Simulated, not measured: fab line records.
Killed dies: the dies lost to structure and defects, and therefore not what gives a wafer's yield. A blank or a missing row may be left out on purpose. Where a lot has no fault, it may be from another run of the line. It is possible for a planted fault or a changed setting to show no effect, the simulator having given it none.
Which tool is to blame?    flow gf180mcu    6 lots with 18 wafers sampled at 3 steps, on a route of 602 steps

== WHAT THE GAUGES SHOWED, per wafer ==
GF_HV_LDD_OVL_MEAS_32.
lot   measured      on          HV_LDD_02_OVL (nm)
L442  day 11 21:38  overlay-02  -0.2 1.2 -1.3
L448  day 14 02:55  overlay-01  -0.1 -0.9 1.9
L450  day 15 05:46  overlay-02  -1.4 -0.9 -2.8
L452  day 15 12:31  overlay-01  1.0 0.2 0.5
L455  day 16 09:17  overlay-01  1.1 -1.8 -0.1
L460  day 17 19:46  overlay-01  54.4 54.4 54.9 55.6 55.7 56.5

== WHAT TOOL EACH LOT RAN ON (gives the tool, then ch and the chambers of the sampled wafers, and finally the start) ==
lot   GF_MVSD_STRIP_10                     GF_HV_LDD_EXPOSE_28
L442  plasma_asher-04 ch 0,1, day 4 15:55  iline_stepper-02 ch 0, day 11 11:47
L448  plasma_asher-04 ch 0, day 6 08:44    iline_stepper-02 ch 0, day 13 16:29
L450  plasma_asher-04 ch 0,1, day 6 23:53  iline_stepper-01 ch 0, day 14 18:53
L452  plasma_asher-04 ch 0,1, day 7 05:26  iline_stepper-02 ch 0, day 15 02:20
L455  plasma_asher-04 ch 0,1, day 7 22:47  iline_stepper-02 ch 0, day 15 22:49
L460  plasma_asher-03 ch 0,1, day 9 01:56  iline_stepper-02 ch 0, day 17 08:21
- GF_MVSD_STRIP_10: strips in O2/N2.
- GF_HV_LDD_EXPOSE_28: exposes mask Nplus HV AREA, target cd 400 nm.

== THE ANSWER, worked out from the rows above alone ==
Rule: the usual values come from the lots themselves. Put in order of their means at a reading, lots are off if they are a third of the lots or fewer, leave a main group of 4 or more, and stand apart from it by a gap of 3 or more times the standard deviation of the main group's means; of several such gaps the widest counts. The tables above print the reading to a certain number of digits; a main group whose means all agree to those digits is not used. A lot without any number at a reading at which 4 lots or more have one is off too. Any other lot the step has rows for is counted as sound.
Off: at GF_HV_LDD_OVL_MEAS_32 (HV_LDD_02_OVL), L460. For the main group the mean is -0.2 nm and the standard deviation 0.79.
A tool fits if, at a process step before that reading, it ran every lot that is off, and no sound lot after the first of them. Those tools and the gauges at GF_HV_LDD_OVL_MEAS_32 are tried in the same way. Can't be told from this: 3 tools fit, plasma_asher-03 at GF_MVSD_STRIP_10, iline_stepper-02 at GF_HV_LDD_EXPOSE_28, overlay-01 at GF_HV_LDD_OVL_MEAS_32.

== WHAT THE SIMULATOR HAD PUT IN ==
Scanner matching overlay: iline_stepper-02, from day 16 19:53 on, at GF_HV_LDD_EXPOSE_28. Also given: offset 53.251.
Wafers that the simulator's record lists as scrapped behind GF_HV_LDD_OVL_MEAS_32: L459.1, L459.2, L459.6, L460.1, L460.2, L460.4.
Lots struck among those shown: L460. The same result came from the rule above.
